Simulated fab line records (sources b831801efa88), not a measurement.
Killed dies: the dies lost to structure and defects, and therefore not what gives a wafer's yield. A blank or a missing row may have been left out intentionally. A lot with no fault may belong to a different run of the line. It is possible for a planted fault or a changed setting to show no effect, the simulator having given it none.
fab line records -- flow gf180mcu
record lots=13, wafers=39, lastDay=34
route steps=602 shown V3@433 M4@460
lots untouched by any fault: they come from a run of this same line in which no faults occurred
startH: hours from the record's first day to the start of the lot's first wafer shown -- waitH: hours elapsed since this lot's preceding step -- " identical to the entry in the row above -- L1.1+2: several wafers, shown together as one row -- - either no value or no given start -- * or withheld: withheld -- < > ~ a bound
route shown NAME@n: names a module that has steps shown in the file, with the first one's number in the route -- usual: mean/standard deviation taken from wafers without a fault -- same: alike in all rows -- chamber/n: place in a boat -- sites: each site's reading -- _std_site: the values' standard deviation -- _edge_site: inner sites' mean taken away from outer sites' mean -- radiusMm: how far each site lies from the wafer's centre -- mask NAME#n: copy n -- behind: the last tool/chamber to shape the wafer -- hold: what put the lot on hold/how long, in hours/how the hold closed -- device: which transistor (n, p or np) failed to switch -- end of line: at the end of the route, the tests of the same wafers -- a step without rows: its recipe alone -- killed: dies that structure and defects cost at the first sort, which is not the same as the wafer's yield -- map: shows each die of a wafer: x if killed, . if not, _ if none is there
set.NAME: the setting that was run; set.NAME@STEP: the one run at that earlier step -- model.NAME: the simulator's own value behind a step, which no gauge read
route steps across a sampled set of lots; one table per step, one row per wafer
services: the hour from which a tool's chamber was out of use, counted from the record's first day as startH (under 0 if before that day), plus the number of hours and why
## steps
# step GF_V3_CMP_04
# recipe material=SiO2, downForcePsi=4, platenRpm=60, padVelocityMS=0.94248
# usual motorCurrentA=12.2/1.2, timeToEndpointS=81/6.3
lot.wafer,tool,chamber,startH,waitH,motorCurrentA,timeToEndpointS
L810.3,cmp-01,0,500.22,0.0,13.1,83
L810.2,cmp-01,3,500.22,0.0,12.2,84
L810.6,cmp-01,1,500.22,0.0,13.7,91
L811.3,cmp-01,1,509.27,0.0,13.0,75
L811.1,cmp-01,3,509.27,0.0,12.2,81
L811.5,cmp-01,1,509.27,0.0,13.0,87
L813.1,cmp-01,3,525.12,0.1,12.1,88
L813.3,cmp-01,0,525.12,0.1,13.6,88
L813.6,cmp-01,2,525.12,0.1,11.7,92
L812.1,cmp-01,1,526.33,0.2,14.1,83
L812.2,cmp-01,2,526.33,0.2,11.7,92
L812.6,cmp-01,1,526.33,0.2,13.3,90
L818.3,cmp-01,2,568.81,0.1,11.1,83
L818.6,cmp-01,1,568.81,0.1,13.4,89
L818.5,cmp-01,2,568.81,0.1,11.0,91
L822.4,cmp-02,0,608.94,0.0,11.5,84
L822.1,cmp-02,2,608.94,0.0,13.5,84
L822.6,cmp-02,1,608.94,0.0,9.4,96
L824.1,cmp-02,0,615.98,0.1,11.9,79
L824.2,cmp-02,1,615.98,0.1,10.1,88
L824.4,cmp-02,2,615.98,0.1,13.9,90
L826.2,cmp-02,3,627.89,0.0,13.0,77
L826.3,cmp-02,1,627.89,0.0,9.8,79
L826.1,cmp-02,2,627.89,0.0,13.6,78
L827.4,cmp-01,1,634.94,0.1,12.8,79
L827.2,cmp-01,3,634.94,0.1,12.2,70
L827.6,cmp-01,0,634.94,0.1,12.9,72
L828.2,cmp-02,1,640.65,0.0,9.9,79
L828.6,cmp-02,1,640.65,0.0,10.1,80
L828.5,cmp-02,2,640.65,0.0,13.3,80
L830.2,cmp-02,3,658.59,0.0,13.1,70
L830.1,cmp-02,1,658.59,0.0,10.2,71
L830.4,cmp-02,2,658.59,0.0,12.9,81
L831.1,cmp-01,2,665.19,0.1,11.5,73
L831.3,cmp-01,3,665.19,0.1,12.0,72
L831.6,cmp-01,2,665.19,0.1,11.2,80
L832.2,cmp-02,3,672.89,0.0,12.9,70
L832.3,cmp-02,0,672.89,0.0,11.2,65
L832.4,cmp-02,2,672.89,0.0,13.4,76
# step GF_V3_SPUTTER_21
# recipe material=Ti, targetThkNm=15, chamberPressurePa=5, powerW=2500, substrateTempC=200, timeS=80.02
# usual cathodeDcPowerW=2500.0/0.45, throttleValvePct=30.6/0.91
lot.wafer,tool,chamber,startH,waitH,cathodeDcPowerW,throttleValvePct
L810.2,pvdSputter-01,-,524.75,0.0,2499.5,30.3
L810.3,pvdSputter-01,-,524.75,0.0,2499.1,31.5
L810.6,pvdSputter-01,-,524.75,0.0,2499.8,30.4
L811.1,pvdSputter-01,-,533.61,0.0,2500.2,30.7
L811.3,pvdSputter-01,-,533.61,0.0,2500.4,30.6
L811.5,pvdSputter-01,-,533.61,0.0,2499.7,31.3
L813.1,pvdSputter-03,-,548.64,0.0,2500.2,29.6
L813.3,pvdSputter-03,-,548.64,0.0,2499.8,28.5
L813.6,pvdSputter-03,-,548.64,0.0,2500.8,30.7
L812.1,pvdSputter-02,-,550.24,0.0,2499.7,30.2
L812.2,pvdSputter-02,-,550.24,0.0,2500.8,31.8
L812.6,pvdSputter-02,-,550.24,0.0,2499.9,30.1
L818.3,pvdSputter-03,-,591.72,0.0,2500.6,28.4
L818.5,pvdSputter-03,-,591.72,0.0,2499.7,29.8
L818.6,pvdSputter-03,-,591.72,0.0,2500.0,28.5
L822.1,pvdSputter-01,-,630.67,0.0,2499.0,31.5
L822.4,pvdSputter-01,-,630.67,0.0,2499.7,30.7
L822.6,pvdSputter-01,-,630.67,0.0,2499.5,30.2
L824.1,pvdSputter-03,-,637.20,0.0,2499.5,29.4
L824.2,pvdSputter-03,-,637.20,0.0,2500.4,28.5
L824.4,pvdSputter-03,-,637.20,0.0,2500.1,31.1
L826.1,pvdSputter-03,-,649.27,0.0,2500.7,30.5
L826.2,pvdSputter-03,-,649.27,0.0,2500.0,31.4
L826.3,pvdSputter-03,-,649.27,0.0,2501.3,29.7
L827.2,pvdSputter-02,-,656.11,0.0,2500.2,30.3
L827.4,pvdSputter-02,-,656.11,0.0,2500.1,31.8
L827.6,pvdSputter-02,-,656.11,0.0,2499.9,31.7
L828.2,pvdSputter-03,-,661.46,0.0,2500.3,28.4
L828.5,pvdSputter-03,-,661.46,0.0,2500.3,31.5
L828.6,pvdSputter-03,-,661.46,0.0,2500.4,30.4
L830.1,pvdSputter-01,-,678.80,0.0,2499.7,30.6
L830.2,pvdSputter-01,-,678.80,0.0,2500.3,31.8
L830.4,pvdSputter-01,-,678.80,0.0,2500.0,30.5
L831.1,pvdSputter-03,-,685.38,0.0,2500.5,30.3
L831.3,pvdSputter-03,-,685.38,0.0,2500.0,31.3
L831.6,pvdSputter-03,-,685.38,0.0,2500.6,30.6
L832.2,pvdSputter-03,-,692.95,0.0,2499.3,30.8
L832.3,pvdSputter-03,-,692.95,0.0,2499.7,31.4
L832.4,pvdSputter-03,-,692.95,0.0,2499.9,30.5
# step GF_V3_SPUTTER_22
# recipe material=TiN, targetThkNm=10, chamberPressurePa=5, powerW=4000, timeS=40
# usual cathodeDcPowerW=4000.0/0.76, throttleValvePct=30.6/0.93
lot.wafer,tool,chamber,startH,waitH,cathodeDcPowerW,throttleValvePct
L810.2,pvdSputter-01,-,524.81,0.0,4000.1,30.7
L810.3,pvdSputter-01,-,524.81,0.0,3999.4,31.6
L810.6,pvdSputter-01,-,524.81,0.0,3999.6,30.6
L811.1,pvdSputter-01,-,533.67,0.0,4000.5,30.8
L811.3,pvdSputter-01,-,533.67,0.0,3998.6,30.7
L811.5,pvdSputter-01,-,533.67,0.0,4000.5,31.4
L813.1,pvdSputter-03,-,548.70,0.0,4000.0,29.6
L813.3,pvdSputter-03,-,548.70,0.0,3999.7,28.3
L813.6,pvdSputter-03,-,548.70,0.0,4000.8,30.6
L812.1,pvdSputter-02,-,550.30,0.0,3999.4,30.6
L812.2,pvdSputter-02,-,550.30,0.0,4000.5,31.6
L812.6,pvdSputter-02,-,550.30,0.0,3998.2,30.5
L818.3,pvdSputter-03,-,591.79,0.0,4000.7,28.6
L818.5,pvdSputter-03,-,591.79,0.0,3998.7,29.7
L818.6,pvdSputter-03,-,591.79,0.0,4000.2,28.7
L822.1,pvdSputter-01,-,630.73,0.0,3999.6,31.7
L822.4,pvdSputter-01,-,630.73,0.0,4000.5,30.4
L822.6,pvdSputter-01,-,630.73,0.0,4000.3,30.3
L824.1,pvdSputter-03,-,637.26,0.0,4000.2,29.4
L824.2,pvdSputter-03,-,637.26,0.0,3999.1,28.7
L824.4,pvdSputter-03,-,637.26,0.0,3998.2,31.2
L826.1,pvdSputter-03,-,649.33,0.0,3999.9,30.5
L826.2,pvdSputter-03,-,649.33,0.0,3999.7,31.4
L826.3,pvdSputter-03,-,649.33,0.0,3999.9,29.3
L827.2,pvdSputter-02,-,656.17,0.0,3999.8,30.3
L827.4,pvdSputter-02,-,656.17,0.0,3998.5,31.8
L827.6,pvdSputter-02,-,656.17,0.0,3999.6,31.8
L828.2,pvdSputter-03,-,661.53,0.0,3998.9,28.5
L828.5,pvdSputter-03,-,661.53,0.0,3999.9,31.5
L828.6,pvdSputter-03,-,661.53,0.0,3999.5,30.6
L830.1,pvdSputter-01,-,678.87,0.0,3999.9,30.7
L830.2,pvdSputter-01,-,678.87,0.0,3999.2,31.5
L830.4,pvdSputter-01,-,678.87,0.0,3999.5,30.6
L831.1,pvdSputter-03,-,685.44,0.0,3999.2,30.6
L831.3,pvdSputter-03,-,685.44,0.0,4001.1,31.4
L831.6,pvdSputter-03,-,685.44,0.0,4000.2,30.5
L832.2,pvdSputter-03,-,693.01,0.0,3999.2,30.6
L832.3,pvdSputter-03,-,693.01,0.0,4000.9,31.5
L832.4,pvdSputter-03,-,693.01,0.0,4000.7,30.5
# step GF_M4_SPUTTER_04
# recipe material=TiN, targetThkNm=50, powerW=6500, timeS=41.7, chamberPressurePa=0.4
# usual cathodeDcPowerW=6500.2/1.2, throttleValvePct=30.8/0.84
lot.wafer,tool,chamber,startH,waitH,cathodeDcPowerW,throttleValvePct
L810.2,pvdSputter-01,-,526.10,0.0,6500.7,30.5
L810.3,pvdSputter-01,-,526.10,0.0,6499.3,30.5
L810.6,pvdSputter-01,-,526.10,0.0,6501.1,30.1
L811.1,pvdSputter-04,-,534.48,0.0,6499.7,31.4
L811.3,pvdSputter-04,-,534.48,0.0,6500.8,30.5
L811.5,pvdSputter-04,-,534.48,0.0,6499.6,31.3
L813.1,pvdSputter-01,-,549.52,0.0,6498.9,30.7
L813.3,pvdSputter-01,-,549.52,0.0,6500.3,30.2
L813.6,pvdSputter-01,-,549.52,0.0,6501.2,30.8
L812.1,pvdSputter-01,-,551.12,0.0,6124.8,31.4
L812.2,pvdSputter-01,-,551.12,0.0,6498.6,30.6
L812.6,pvdSputter-01,-,551.12,0.0,6498.9,30.8
L818.3,pvdSputter-04,-,592.60,0.0,6500.5,30.1
L818.5,pvdSputter-04,-,592.60,0.0,6501.0,31.5
L818.6,pvdSputter-04,-,592.60,0.0,6499.5,31.5
L822.1,pvdSputter-04,-,631.54,0.0,6501.2,30.4
L822.4,pvdSputter-04,-,631.54,0.0,6500.5,31.6
L822.6,pvdSputter-04,-,631.54,0.0,6501.0,28.5
L824.1,pvdSputter-02,-,638.07,0.0,6501.0,30.4
L824.2,pvdSputter-02,-,638.07,0.0,6500.6,31.8
L824.4,pvdSputter-02,-,638.07,0.0,6501.1,31.7
L826.1,pvdSputter-01,-,650.14,0.0,6497.8,30.3
L826.2,pvdSputter-01,-,650.14,0.0,6501.4,30.5
L826.3,pvdSputter-01,-,650.14,0.0,6499.9,30.6
L827.2,pvdSputter-02,-,656.98,0.0,6501.2,31.4
L827.4,pvdSputter-02,-,656.98,0.0,6500.9,31.6
L827.6,pvdSputter-02,-,656.98,0.0,6501.2,31.8
L828.2,pvdSputter-04,-,662.34,0.0,6499.2,31.5
L828.5,pvdSputter-04,-,662.34,0.0,6499.1,28.7
L828.6,pvdSputter-04,-,662.34,0.0,6500.0,31.6
L830.1,pvdSputter-04,-,679.79,0.0,6500.4,30.1
L830.2,pvdSputter-04,-,679.79,0.0,6500.9,28.9
L830.4,pvdSputter-04,-,679.79,0.0,6502.4,31.5
L831.1,pvdSputter-02,-,686.26,0.0,6500.2,31.0
L831.3,pvdSputter-02,-,686.26,0.0,6500.7,31.7
L831.6,pvdSputter-02,-,686.26,0.0,6500.1,31.5
L832.2,pvdSputter-01,-,693.82,0.0,6499.9,30.9
L832.3,pvdSputter-01,-,693.82,0.0,6500.7,30.6
L832.4,pvdSputter-01,-,693.82,0.0,6498.6,30.8
## services
tool,chamber,startH,hours,kind
pvdSputter-02,-,507.08,2.2,repair
cmp-01,-,520.70,0.4,repair
cmp-02,-,525.08,3.2,repair
pvdSputter-04,-,546.64,8.8,repair
pvdSputter-03,-,566.60,1.1,repair
cmp-01,-,572.21,4.0,pm
cmp-01,-,576.21,-,consumableReplace:conditioner
cmp-01,-,576.21,-,consumableReplace:pad
cmp-02,-,591.07,0.6,repair
cmp-01,-,608.49,7.0,pm
pvdSputter-03,-,609.95,7.4,repair
pvdSputter-03,-,614.79,6.3,repair
pvdSputter-02,-,649.45,1.7,repair
pvdSputter-03,-,659.16,2.1,repair
pvdSputter-02,-,673.94,5.4,repair
cmp-02,-,686.07,4.8,pm
## key
firstSign step=GF_M4_SPUTTER_04, reading=cathodeDcPowerW, direction=down, sigmas=99+, usual=6500.2, struck=6124.8
effect none on later readings
metAt GF_M4_SPUTTER_04
struckLots L812
struckWafers L812.1
notActingAt GF_V3_CMP_04,GF_V3_SPUTTER_21,GF_V3_SPUTTER_22
fault kind=processParameterDrift, tool=pvdSputter-01, chamber=-, onsetH=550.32, steps=GF_M4_SPUTTER_04, channel=powerW, offset=-376.32, shape=step, endH=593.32, actsIn=theseRecipesOnly, stated=6500, scope=struckWafersOnly
